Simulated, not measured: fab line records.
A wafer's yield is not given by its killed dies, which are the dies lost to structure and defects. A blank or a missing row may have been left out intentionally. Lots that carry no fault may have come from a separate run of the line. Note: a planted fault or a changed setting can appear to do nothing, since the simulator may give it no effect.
The tool behind it: which one?    flow sky130    Sampling: 12 lots, 35 wafers, 4 of 708 route steps

WHAT THE GAUGES SHOWED, per wafer
SKY_FIELD_ISO_THK_MEAS_02.
lot   measured     on             FIELD_ISO_OXIDATION_00_THK (nm)
L164  day 1 12:15  film metro-04  12.02 11.85 11.89
L166  day 1 22:02  film metro-04  12.28 12.00 12.32
L167  day 2 03:34  film metro-02  10.19 9.99 9.89
L168  day 2 12:16  film metro-01  10.58 10.76 10.66
L179  day 4 14:56  film metro-04  11.85 12.39 12.05
L180  day 4 20:41  film metro-01  12.05 12.28 12.09
L181  day 5 03:50  film metro-01  12.11 12.50 12.25
L182  day 5 07:54  film metro-02  12.13 12.16 12.02
L184  day 5 16:14  film metro-04  11.71 11.71 11.76
L185  day 5 21:30  film metro-01  12.08 12.03 12.04
L186  day 6 01:38  film metro-02  12.07 11.87 11.80
L187  day 6 06:39  film metro-01  11.86 11.79

SKY_NWELL_OVL_MEAS_23.
lot   measured      on          NWELL_01_OVL (nm)
L164  day 5 16:42   overlay-02  2.0 1.3 1.4
L166  day 6 00:58   overlay-02  3.6 2.9 2.0
L167  day 6 07:14   overlay-01  0.4 0.4 2.2
L168  day 6 11:01   overlay-01  1.2 1.6 0.0
L179  day 9 05:20   overlay-02  -0.4 -0.4 1.0
L180  day 9 09:31   overlay-02  1.5 0.7 -0.4
L181  day 9 15:47   overlay-01  2.3 -0.3 1.8
L182  day 10 05:00  overlay-01  0.6 0.4 1.8
L184  day 10 13:57  overlay-02  2.3 2.7 1.1
L185  day 10 18:28  overlay-02  1.0 2.2 2.5
L186  day 11 02:02  overlay-02  1.8 2.2 1.1
L187  day 11 05:31  overlay-01  -0.2 0.3

SKY_LDD_LDN_TW_MEAS_13.
lot   measured      on             LDD_LDN_TW
L164  day 23 21:40  film metro-04  1510 1505 1512
L166  day 24 05:25  film metro-04  1496 1499 1489
L167  day 24 17:46  film metro-01  1500 1493 1504
L168  day 24 22:58  film metro-04  1500 1494 1501
L179  day 28 19:37  film metro-01  1475 1478 1474
L180  day 28 20:08  film metro-02  1505 1498 1500
L181  day 29 06:55  film metro-02  1497 1493 1502
L182  day 29 17:48  film metro-01  1484 1482 1484
L184  day 30 10:10  film metro-02  1492 1495 1482
L185  day 30 13:06  film metro-01  1488 1492 1489
L186  day 30 19:46  film metro-02  1483 1493 1487
L187  day 30 21:20  film metro-04  1499 1498

TOOL THAT RAN EACH LOT (tool first, then ch and the chambers of the sampled wafers, then the start)
lot   SKY_FIELD_ISO_OXIDATION_01
L164  furnace-01 ch 0, day 1 10:44
L166  furnace-02 ch 0, day 1 20:31
L167  furnace-02 ch 0, day 2 02:02
L168  furnace-02 ch 0, day 2 10:44
L179  furnace-01 ch 0, day 4 13:25
L180  furnace-01 ch 0, day 4 19:11
L181  furnace-02 ch 0, day 5 02:19
L182  furnace-02 ch 0, day 5 06:23
L184  furnace-02 ch 0, day 5 14:43
L185  furnace-01 ch 0, day 5 19:59
L186  furnace-02 ch 0, day 6 00:07
L187  furnace-02 ch 0, day 6 05:07
- SKY_FIELD_ISO_OXIDATION_01: stabilise 600 s, purge 300 s, target thk 12 nm.

WHAT THE TOOLS THEMSELVES READ (means of the sampled wafers that have a number; where no wafer has one, the mark that the record gives instead)
SKY_FIELD_ISO_OXIDATION_01.
lot   tool        ox temp c (C)  spike tc upper C (C)  zone power bottom pct (%)
L164  furnace-01  899.8          898.7                 24.6
L166  furnace-02  900.4          898.3                 27.9
L167  furnace-02  899.6          898.9                 27.8
L168  furnace-02  900.6          899.1                 28.1
L179  furnace-01  899.9          898.8                 24.6
L180  furnace-01  899.8          900.1                 24.8
L181  furnace-02  899.9          898.6                 28.2
L182  furnace-02  900.5          899.4                 27.9
L184  furnace-02  900.0          898.9                 27.7
L185  furnace-01  899.7          899.3                 24.9
L186  furnace-02  900.0          899.6                 27.7
L187  furnace-02  900.0          898.4                 28.0

THE ANSWER, worked out from the rows above alone
Rule: what is usual is taken from the lots themselves. Put in order of their means at a reading, lots are off if they are a third of the lots or fewer, leave a main group of 4 or more, and stand apart from it by a gap of 3 or more times the standard deviation of the main group's means; of several such gaps the widest counts. A main group is skipped when, at the precision printed for the reading in the tables above, its means are all equal. Also off: a lot with no number at a reading for which 4 or more lots have one. All remaining lots with rows at the step are treated as sound. First the gauges in route order, then the tools' own readings, where a lot's mean is used as printed above. The first step at which some lot is off is used, and at that step the reading that is off furthest; a lot without a number counts as furthest.
Off: L167, L168, seen at SKY_FIELD_ISO_THK_MEAS_02 (FIELD_ISO_OXIDATION_00_THK). Mean 12.03 nm and standard deviation 0.17 in the main group.
If a tool, at a process step before that reading, ran all the lots that are off and no sound lot after the first of them, it fits. Those tools and the gauges at SKY_FIELD_ISO_THK_MEAS_02 are tried in the same way. No candidate that was tried fits.

WHAT THE SIMULATOR PUT IN
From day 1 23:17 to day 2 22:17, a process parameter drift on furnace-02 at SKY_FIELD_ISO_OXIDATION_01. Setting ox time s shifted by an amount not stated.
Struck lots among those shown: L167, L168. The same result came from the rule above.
